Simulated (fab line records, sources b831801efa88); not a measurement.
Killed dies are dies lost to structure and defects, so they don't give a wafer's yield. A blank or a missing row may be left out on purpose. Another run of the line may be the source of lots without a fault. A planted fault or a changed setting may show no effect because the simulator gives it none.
fab line records :: flow sky130 :: part 2 of 2: steps 29 to 38 of 38
record
  lots=5
  wafers=15
  lastDay=49
route steps=708 shown LOCAL_INTERCONNECT@389 CONTACT@406
lots that met no fault: taken from a fault-free run of the same line
startH: hours from the record's first day to the start of the lot's first wafer shown :: waitH: hours elapsed since this lot's preceding step :: " identical to the entry in the row above :: L1.1+2: a row that stands for several wafers :: - no value, or no start given :: * or withheld: withheld :: < > ~ a bound
route shown NAME@n: NAME is a module with steps in the file, n the number in the route of the first one :: usual: average and standard deviation across the fault-free wafers :: same: alike in all rows :: chamber/n: place in a boat :: sites: the reading at each site :: _std_site: standard deviation of those values :: _edge_site: mean of outer sites minus mean of inner sites :: radiusMm: how far each site lies from the wafer's centre :: mask NAME#n: copy n :: behind: the last tool/chamber to shape the wafer :: hold: what put the lot on hold/how long, in hours/how the hold closed :: device: transistor that didn't switch, given as n, p or np :: end of line: tests run on the same wafers once the route is complete :: a step given without rows: its recipe and nothing more :: killed: dies lost to structure and defects at the first sort, not the wafer's yield :: map: a wafer's dies, x killed, . not, _ none there
set.NAME: the setting that was run; set.NAME@STEP: the one run at that earlier step :: model.NAME: the simulator's own value behind a step, which no gauge read
a table for each step, a row for each wafer; lots at some steps of the route
services: from which hour (startH, from the record's first day; less than 0 if before it) a tool's chamber was out of use, for how many hours, and why
## steps
# step SKY_CONTACT_EXPOSE_11
# recipe
  maskId=CTM1
  na=0.8
  sourceShape=annular
  sigmaInner=0.55
  sigmaOuter=0.85
  targetCdNm=170
  doseMj=38
# same
  sigmaInner=0.55
lot.wafer: L077.1+2+6
tool: krfScanner-01
chamber: 0
startH: -
waitH: -
mask: CTM1#0

lot.wafer: L084.1+2+3
tool: krfScanner-01
chamber: 0
startH: -
waitH: -
mask: CTM1#0

lot.wafer: L087.1+4+5
tool: krfScanner-01
chamber: 0
startH: -
waitH: -
mask: CTM1#0

lot.wafer: L088.1+3+5
tool: krfScanner-02
chamber: 0
startH: -
waitH: -
mask: CTM1#0

lot.wafer: L092.3+4+5
tool: krfScanner-01
chamber: 0
startH: -
waitH: -
mask: CTM1#0
# step SKY_CONTACT_PEB_12
# recipe
  pebTempC=withheld
  pebTimeS=withheld
  resist=KrF-thick
lot.wafer: L077.1+2+6
tool: lithoTrack-03
chamber: 0
startH: -
waitH: -

lot.wafer: L084.1+2+3
tool: lithoTrack-02
chamber: 0
startH: -
waitH: -

lot.wafer: L087.1+4+5
tool: lithoTrack-02
chamber: 0
startH: -
waitH: -

lot.wafer: L088.1+3+5
tool: lithoTrack-03
chamber: 0
startH: -
waitH: -

lot.wafer: L092.3+4+5
tool: lithoTrack-02
chamber: 0
startH: -
waitH: -
# step SKY_CONTACT_DEVELOP_13
# recipe
  developTimeS=60
  resist=KrF-thick
  devTempC=21
lot.wafer: L077.1+2+6
tool: lithoTrack-03
chamber: 0
startH: -
waitH: -

lot.wafer: L084.1+2+3
tool: lithoTrack-02
chamber: 0
startH: -
waitH: -

lot.wafer: L087.1+4+5
tool: lithoTrack-02
chamber: 0
startH: -
waitH: -

lot.wafer: L088.1+3+5
tool: lithoTrack-03
chamber: 0
startH: -
waitH: -

lot.wafer: L092.3+4+5
tool: lithoTrack-02
chamber: 0
startH: -
waitH: -
# step SKY_CONTACT_CD_MEAS_14
# recipe
  targetCdNm=170
# usual
  cdNm=170.0/1.5
lot.wafer: L077.1
tool: cdSem-01
chamber: -
startH: 759.22
waitH: -
cdNm: 170.1

lot.wafer: L077.2
tool: cdSem-01
chamber: -
startH: 759.22
waitH: -
cdNm: 169.5

lot.wafer: L077.6
tool: cdSem-01
chamber: -
startH: 759.22
waitH: -
cdNm: 170.6

lot.wafer: L084.1
tool: cdSem-01
chamber: -
startH: 816.66
waitH: -
cdNm: 170.8

lot.wafer: L084.2
tool: cdSem-01
chamber: -
startH: 816.66
waitH: -
cdNm: 171.4

lot.wafer: L084.3
tool: cdSem-01
chamber: -
startH: 816.66
waitH: -
cdNm: 172.3

lot.wafer: L087.1
tool: cdSem-01
chamber: -
startH: 842.16
waitH: -
cdNm: 171.6

lot.wafer: L087.4
tool: cdSem-01
chamber: -
startH: 842.16
waitH: -
cdNm: 171.6

lot.wafer: L087.5
tool: cdSem-01
chamber: -
startH: 842.16
waitH: -
cdNm: 171.2

lot.wafer: L088.1
tool: cdSem-02
chamber: -
startH: 848.62
waitH: -
cdNm: 165.7

lot.wafer: L088.3
tool: cdSem-02
chamber: -
startH: 848.62
waitH: -
cdNm: 166.3

lot.wafer: L088.5
tool: cdSem-02
chamber: -
startH: 848.62
waitH: -
cdNm: 166.8

lot.wafer: L092.3
tool: cdSem-01
chamber: -
startH: 875.20
waitH: -
cdNm: 170.2

lot.wafer: L092.4
tool: cdSem-01
chamber: -
startH: 875.20
waitH: -
cdNm: 171.6

lot.wafer: L092.5
tool: cdSem-01
chamber: -
startH: 875.20
waitH: -
cdNm: 168.5
# step SKY_CONTACT_OVL_MEAS_15
# usual
  CONTACT_OVL=1/5.6
lot.wafer: L077.1
tool: overlay-02
chamber: -
startH: 759.34
waitH: 0.1
CONTACT_OVL[nm]: 2

lot.wafer: L077.2
tool: overlay-02
chamber: -
startH: 759.34
waitH: 0.1
CONTACT_OVL[nm]: 5

lot.wafer: L077.6
tool: overlay-02
chamber: -
startH: 759.34
waitH: 0.1
CONTACT_OVL[nm]: 7

lot.wafer: L084.1
tool: overlay-01
chamber: -
startH: 816.78
waitH: 0.1
CONTACT_OVL[nm]: -5

lot.wafer: L084.2
tool: overlay-01
chamber: -
startH: 816.78
waitH: 0.1
CONTACT_OVL[nm]: -1

lot.wafer: L084.3
tool: overlay-01
chamber: -
startH: 816.78
waitH: 0.1
CONTACT_OVL[nm]: 4

lot.wafer: L087.1
tool: overlay-02
chamber: -
startH: 842.28
waitH: 0.1
CONTACT_OVL[nm]: -9

lot.wafer: L087.4
tool: overlay-02
chamber: -
startH: 842.28
waitH: 0.1
CONTACT_OVL[nm]: -2

lot.wafer: L087.5
tool: overlay-02
chamber: -
startH: 842.28
waitH: 0.1
CONTACT_OVL[nm]: -4

lot.wafer: L088.1
tool: overlay-02
chamber: -
startH: 848.74
waitH: 0.1
CONTACT_OVL[nm]: -1

lot.wafer: L088.3
tool: overlay-02
chamber: -
startH: 848.74
waitH: 0.1
CONTACT_OVL[nm]: -4

lot.wafer: L088.5
tool: overlay-02
chamber: -
startH: 848.74
waitH: 0.1
CONTACT_OVL[nm]: -5

lot.wafer: L092.3
tool: overlay-01
chamber: -
startH: 875.30
waitH: 0.1
CONTACT_OVL[nm]: -12

lot.wafer: L092.4
tool: overlay-01
chamber: -
startH: 875.30
waitH: 0.1
CONTACT_OVL[nm]: -3

lot.wafer: L092.5
tool: overlay-01
chamber: -
startH: 875.30
waitH: 0.1
CONTACT_OVL[nm]: -5
# step SKY_CONTACT_ETCH_16
# recipe
  chemistry=N2/H2
  target=BARC
  ionEnergyEv=200
  sourceW=500
  biasW=100
  pressureMtorr=30
  n2FlowSccm=100
  h2FlowSccm=200
  stopOn=SiO2
  timeS=45.9
  targetDepthA=600
# usual
  drypumpMotorCurrentA=5.7/0.46
  oesProductAu=0.854/0.005
  throttleValvePct=13.225/0.0094
lot.wafer: L077.1
tool: rieDiel-01
chamber: 2
startH: 759.37
waitH: 0.0
drypumpMotorCurrentA: 5.5
oesProductAu: 0.848
rfHoursCounterH: 14
throttleValvePct: 13.227

lot.wafer: L077.2
tool: rieDiel-01
chamber: 3
startH: 759.37
waitH: 0.0
drypumpMotorCurrentA: 6.6
oesProductAu: 0.844
rfHoursCounterH: 12
throttleValvePct: 13.227

lot.wafer: L077.6
tool: rieDiel-01
chamber: 3
startH: 759.37
waitH: 0.0
drypumpMotorCurrentA: 6.6
oesProductAu: 0.858
rfHoursCounterH: -
throttleValvePct: 13.222

lot.wafer: L084.1
tool: rieDiel-02
chamber: 3
startH: 816.82
waitH: 0.0
drypumpMotorCurrentA: 5.9
oesProductAu: 0.852
rfHoursCounterH: 7
throttleValvePct: 13.224

lot.wafer: L084.2
tool: rieDiel-02
chamber: 0
startH: 816.82
waitH: 0.0
drypumpMotorCurrentA: 6.0
oesProductAu: 0.860
rfHoursCounterH: 11
throttleValvePct: 13.225

lot.wafer: L084.3
tool: rieDiel-02
chamber: 1
startH: 816.82
waitH: 0.0
drypumpMotorCurrentA: 5.7
oesProductAu: 0.853
rfHoursCounterH: 7
throttleValvePct: 13.239

lot.wafer: L087.1
tool: rieDiel-01
chamber: 0
startH: 842.32
waitH: 0.0
drypumpMotorCurrentA: 4.9
oesProductAu: 0.855
rfHoursCounterH: 2
throttleValvePct: 13.232

lot.wafer: L087.4
tool: rieDiel-01
chamber: 2
startH: 842.32
waitH: 0.0
drypumpMotorCurrentA: 5.5
oesProductAu: 0.862
rfHoursCounterH: 17
throttleValvePct: 13.234

lot.wafer: L087.5
tool: rieDiel-01
chamber: 0
startH: 842.32
waitH: 0.0
drypumpMotorCurrentA: 4.9
oesProductAu: 0.855
rfHoursCounterH: -
throttleValvePct: 13.245

lot.wafer: L088.1
tool: rieDiel-01
chamber: 0
startH: 848.78
waitH: 0.0
drypumpMotorCurrentA: 5.0
oesProductAu: 0.853
rfHoursCounterH: 2
throttleValvePct: 13.237

lot.wafer: L088.3
tool: rieDiel-01
chamber: 1
startH: 848.78
waitH: 0.0
drypumpMotorCurrentA: 5.9
oesProductAu: 0.850
rfHoursCounterH: 7
throttleValvePct: 13.221

lot.wafer: L088.5
tool: rieDiel-01
chamber: 0
startH: 848.78
waitH: 0.0
drypumpMotorCurrentA: 5.0
oesProductAu: 0.861
rfHoursCounterH: -
throttleValvePct: 13.228

lot.wafer: L092.3
tool: rieDiel-01
chamber: 2
startH: 875.32
waitH: 0.0
drypumpMotorCurrentA: 5.6
oesProductAu: 0.859
rfHoursCounterH: 17
throttleValvePct: 13.220

lot.wafer: L092.4
tool: rieDiel-01
chamber: 0
startH: 875.32
waitH: 0.0
drypumpMotorCurrentA: 4.9
oesProductAu: 0.861
rfHoursCounterH: 3
throttleValvePct: 13.237

lot.wafer: L092.5
tool: rieDiel-01
chamber: 2
startH: 875.32
waitH: 0.0
drypumpMotorCurrentA: 5.6
oesProductAu: 0.856
rfHoursCounterH: -
throttleValvePct: 13.216
# step SKY_CONTACT_ETCH_17
# recipe
  target=SiO2
  chemistry=C4F8/O2/Ar
  stopOn=Si3N4
  maskMaterial=KrF-thick
  sourceW=1500
  biasW=1200
  pressureMtorr=40
  c4f8FlowSccm=withheld
  O2_flow_sccm=6
  Ar_flow_sccm=300
  timeS=withheld
  targetDepthA=3400
# usual
  oesProductAu=0.891/0.0053
lot.wafer: L077.1
tool: rieDiel-01
chamber: 2
startH: 759.42
waitH: 0.0
oesProductAu: 0.893

lot.wafer: L077.2
tool: rieDiel-01
chamber: 3
startH: 759.42
waitH: 0.0
oesProductAu: 0.892

lot.wafer: L077.6
tool: rieDiel-01
chamber: 3
startH: 759.42
waitH: 0.0
oesProductAu: 0.889

lot.wafer: L084.1
tool: rieDiel-02
chamber: 3
startH: 816.86
waitH: 0.0
oesProductAu: 0.887

lot.wafer: L084.2
tool: rieDiel-02
chamber: 0
startH: 816.86
waitH: 0.0
oesProductAu: 0.894

lot.wafer: L084.3
tool: rieDiel-02
chamber: 1
startH: 816.86
waitH: 0.0
oesProductAu: 0.893

lot.wafer: L087.1
tool: rieDiel-01
chamber: 0
startH: 842.36
waitH: 0.0
oesProductAu: 0.901

lot.wafer: L087.4
tool: rieDiel-01
chamber: 2
startH: 842.36
waitH: 0.0
oesProductAu: 0.893

lot.wafer: L087.5
tool: rieDiel-01
chamber: 0
startH: 842.36
waitH: 0.0
oesProductAu: 0.891

lot.wafer: L088.1
tool: rieDiel-01
chamber: 0
startH: 848.82
waitH: 0.0
oesProductAu: 0.897

lot.wafer: L088.3
tool: rieDiel-01
chamber: 1
startH: 848.82
waitH: 0.0
oesProductAu: 0.894

lot.wafer: L088.5
tool: rieDiel-01
chamber: 0
startH: 848.82
waitH: 0.0
oesProductAu: 0.905

lot.wafer: L092.3
tool: rieDiel-01
chamber: 2
startH: 875.36
waitH: 0.0
oesProductAu: 0.892

lot.wafer: L092.4
tool: rieDiel-01
chamber: 0
startH: 875.36
waitH: 0.0
oesProductAu: 0.889

lot.wafer: L092.5
tool: rieDiel-01
chamber: 2
startH: 875.36
waitH: 0.0
oesProductAu: 0.888
# step SKY_CONTACT_ETCH_18
# recipe
  target=Si3N4
  chemistry=CHF3/O2
  stopOn=TiN
  sourceW=600
  biasW=200
  pressureMtorr=40
  chf3FlowSccm=50
  O2_flow_sccm=5
  timeS=39
  targetDepthA=750
# usual
  drypumpMotorCurrentA=5.7/0.46
  oesProductAu=0.853/0.0076
  throttleValvePct=8.792/0.01
lot.wafer: L077.1
tool: rieDiel-01
chamber: 2
startH: -
waitH: -
drypumpMotorCurrentA: 5.5
oesProductAu: 0.866
rfHoursCounterH: 14
throttleValvePct: 8.783

lot.wafer: L077.2
tool: rieDiel-01
chamber: 3
startH: -
waitH: -
drypumpMotorCurrentA: 6.5
oesProductAu: 0.861
rfHoursCounterH: 12
throttleValvePct: 8.788

lot.wafer: L077.6
tool: rieDiel-01
chamber: 3
startH: -
waitH: -
drypumpMotorCurrentA: 6.6
oesProductAu: 0.855
rfHoursCounterH: -
throttleValvePct: 8.813

lot.wafer: L084.1
tool: rieDiel-02
chamber: 3
startH: -
waitH: -
drypumpMotorCurrentA: 5.9
oesProductAu: 0.856
rfHoursCounterH: 8
throttleValvePct: 8.800

lot.wafer: L084.2
tool: rieDiel-02
chamber: 0
startH: -
waitH: -
drypumpMotorCurrentA: 6.0
oesProductAu: 0.864
rfHoursCounterH: 11
throttleValvePct: 8.795

lot.wafer: L084.3
tool: rieDiel-02
chamber: 1
startH: -
waitH: -
drypumpMotorCurrentA: 5.7
oesProductAu: 0.866
rfHoursCounterH: 7
throttleValvePct: 8.796

lot.wafer: L087.1
tool: rieDiel-01
chamber: 0
startH: -
waitH: -
drypumpMotorCurrentA: 4.9
oesProductAu: 0.853
rfHoursCounterH: 2
throttleValvePct: 8.801

lot.wafer: L087.4
tool: rieDiel-01
chamber: 2
startH: -
waitH: -
drypumpMotorCurrentA: 5.5
oesProductAu: 0.859
rfHoursCounterH: 17
throttleValvePct: 8.804

lot.wafer: L087.5
tool: rieDiel-01
chamber: 0
startH: -
waitH: -
drypumpMotorCurrentA: 4.9
oesProductAu: 0.858
rfHoursCounterH: -
throttleValvePct: 8.795

lot.wafer: L088.1
tool: rieDiel-01
chamber: 0
startH: -
waitH: -
drypumpMotorCurrentA: 5.0
oesProductAu: 0.846
rfHoursCounterH: 2
throttleValvePct: 8.793

lot.wafer: L088.3
tool: rieDiel-01
chamber: 1
startH: -
waitH: -
drypumpMotorCurrentA: 5.9
oesProductAu: 0.857
rfHoursCounterH: 7
throttleValvePct: 8.795

lot.wafer: L088.5
tool: rieDiel-01
chamber: 0
startH: -
waitH: -
drypumpMotorCurrentA: 4.9
oesProductAu: 0.859
rfHoursCounterH: -
throttleValvePct: 8.779

lot.wafer: L092.3
tool: rieDiel-01
chamber: 2
startH: -
waitH: -
drypumpMotorCurrentA: 5.5
oesProductAu: 0.850
rfHoursCounterH: 18
throttleValvePct: 8.782

lot.wafer: L092.4
tool: rieDiel-01
chamber: 0
startH: -
waitH: -
drypumpMotorCurrentA: 4.9
oesProductAu: 0.855
rfHoursCounterH: 3
throttleValvePct: 8.782

lot.wafer: L092.5
tool: rieDiel-01
chamber: 2
startH: -
waitH: -
drypumpMotorCurrentA: 5.5
oesProductAu: 0.855
rfHoursCounterH: -
throttleValvePct: 8.794
# step SKY_CONTACT_STRIP_19
# recipe
  chemistry=O2/N2
  powerW=1400
  pressureMtorr=1500
  platenTempC=withheld
  o2FlowSccm=3000
  n2FlowSccm=300
  overashFraction=0.5
# usual
  drypumpMotorCurrentA=5.3/0.33
  oesProductAu=0.381/0.005
  stripTimeToEndpointS=3.615/0.026
lot.wafer: L077.1
tool: plasmaAsher-01
chamber: 1
startH: 759.51
waitH: -
drypumpMotorCurrentA: 5.5
oesProductAu: 0.376
rfHoursCounterH: 2
stripTimeToEndpointS: 3.610

lot.wafer: L077.2
tool: plasmaAsher-01
chamber: 0
startH: 759.51
waitH: -
drypumpMotorCurrentA: 5.1
oesProductAu: 0.374
rfHoursCounterH: 2
stripTimeToEndpointS: 3.598

lot.wafer: L077.6
tool: plasmaAsher-01
chamber: 0
startH: 759.51
waitH: -
drypumpMotorCurrentA: 5.1
oesProductAu: 0.384
rfHoursCounterH: -
stripTimeToEndpointS: 3.581

lot.wafer: L084.1
tool: plasmaAsher-01
chamber: 0
startH: 816.95
waitH: -
drypumpMotorCurrentA: 5.1
oesProductAu: 0.376
rfHoursCounterH: 7
stripTimeToEndpointS: 3.632

lot.wafer: L084.2
tool: plasmaAsher-01
chamber: 1
startH: 816.95
waitH: -
drypumpMotorCurrentA: 5.5
oesProductAu: 0.381
rfHoursCounterH: 7
stripTimeToEndpointS: 3.594

lot.wafer: L084.3
tool: plasmaAsher-01
chamber: 0
startH: 816.95
waitH: -
drypumpMotorCurrentA: 5.1
oesProductAu: 0.384
rfHoursCounterH: -
stripTimeToEndpointS: 3.652

lot.wafer: L087.1
tool: plasmaAsher-03
chamber: 1
startH: 842.45
waitH: -
drypumpMotorCurrentA: 4.9
oesProductAu: 0.388
rfHoursCounterH: 68
stripTimeToEndpointS: 3.652

lot.wafer: L087.4
tool: plasmaAsher-03
chamber: 0
startH: 842.45
waitH: -
drypumpMotorCurrentA: 5.3
oesProductAu: 0.384
rfHoursCounterH: -
stripTimeToEndpointS: 3.600

lot.wafer: L087.5
tool: plasmaAsher-03
chamber: 1
startH: 842.45
waitH: -
drypumpMotorCurrentA: 4.9
oesProductAu: 0.384
rfHoursCounterH: -
stripTimeToEndpointS: 3.644

lot.wafer: L088.1
tool: plasmaAsher-03
chamber: 1
startH: 848.91
waitH: -
drypumpMotorCurrentA: 4.9
oesProductAu: 0.384
rfHoursCounterH: 68
stripTimeToEndpointS: 3.610

lot.wafer: L088.3
tool: plasmaAsher-03
chamber: 1
startH: 848.91
waitH: -
drypumpMotorCurrentA: 4.8
oesProductAu: 0.384
rfHoursCounterH: -
stripTimeToEndpointS: 3.597

lot.wafer: L088.5
tool: plasmaAsher-03
chamber: 0
startH: 848.91
waitH: -
drypumpMotorCurrentA: 5.3
oesProductAu: 0.387
rfHoursCounterH: -
stripTimeToEndpointS: 3.643

lot.wafer: L092.3
tool: plasmaAsher-01
chamber: 1
startH: 875.49
waitH: -
drypumpMotorCurrentA: 5.5
oesProductAu: 0.384
rfHoursCounterH: -
stripTimeToEndpointS: 3.623

lot.wafer: L092.4
tool: plasmaAsher-01
chamber: 0
startH: 875.49
waitH: -
drypumpMotorCurrentA: 5.1
oesProductAu: 0.385
rfHoursCounterH: -
stripTimeToEndpointS: 3.567

lot.wafer: L092.5
tool: plasmaAsher-01
chamber: 1
startH: 875.49
waitH: -
drypumpMotorCurrentA: 5.5
oesProductAu: 0.376
rfHoursCounterH: -
stripTimeToEndpointS: 3.612
# step SKY_CONTACT_STRIP_20
# recipe
  chemistry=postEtchResidueRemover
  timeS=1200
  tempC=72.5
lot.wafer: L077.1+2+6
tool: wetBench-04
chamber: 3
startH: 759.61
waitH: 0.1

lot.wafer: L084.1+2+3
tool: wetBench-04
chamber: 3
startH: 817.05
waitH: 0.1

lot.wafer: L087.1+4+5
tool: wetBench-04
chamber: 0
startH: 842.55
waitH: 0.1

lot.wafer: L088.1+3+5
tool: wetBench-04
chamber: 3
startH: 849.01
waitH: 0.1

lot.wafer: L092.3+4+5
tool: wetBench-02
chamber: 3
startH: 875.55
waitH: 0.0
## services
tool: rieDiel-01
chamber: 3
startH: 701.45
hours: 48.5
kind: repair

tool: cmp-02
chamber: -
startH: 701.62
hours: 5.2
kind: repair

tool: krfScanner-01
chamber: -
startH: 707.22
hours: 1.0
kind: pm

tool: wetBench-02
chamber: -
startH: 719.75
hours: 3.6
kind: repair

tool: pecvd-03
chamber: 2
startH: 725.74
hours: 5.0
kind: repair

tool: plasmaAsher-01
chamber: -
startH: 733.75
hours: 9.0
kind: pm

tool: krfScanner-02
chamber: -
startH: 734.38
hours: 3.6
kind: pm

tool: wetBench-02
chamber: -
startH: 737.13
hours: 1.9
kind: pm

tool: wetBench-04
chamber: -
startH: 743.66
hours: 1.9
kind: pm

tool: cmp-02
chamber: -
startH: 744.14
hours: 4.0
kind: pm

tool: krfScanner-02
chamber: -
startH: 750.08
hours: 0.8
kind: pm

tool: rieDiel-02
chamber: -
startH: 774.37
hours: 2.3
kind: repair

tool: hdpcvd-02
chamber: 0
startH: 779.83
hours: 58.9
kind: repair

tool: rieDiel-01
chamber: -
startH: 781.25
hours: 1.7
kind: repair

tool: cmp-02
chamber: -
startH: 794.59
hours: 6.5
kind: pm

tool: krfScanner-02
chamber: -
startH: 795.65
hours: 4.0
kind: pm

tool: krfScanner-01
chamber: -
startH: 799.67
hours: 0.8
kind: pm

tool: krfScanner-02
chamber: -
startH: 804.32
hours: 1.0
kind: pm

tool: hdpcvd-02
chamber: 1
startH: 806.67
hours: 4.2
kind: repair

tool: rieMetal-04
chamber: -
startH: 827.30
hours: 1.4
kind: pm

tool: krfScanner-01
chamber: -
startH: 838.01
hours: 3.6
kind: pm

tool: krfScanner-01
chamber: -
startH: 841.57
hours: 1.3
kind: pm

tool: krfScanner-01
chamber: -
startH: 852.30
hours: 7.2
kind: pm

tool: krfScanner-02
chamber: -
startH: 864.04
hours: 1.3
kind: pm
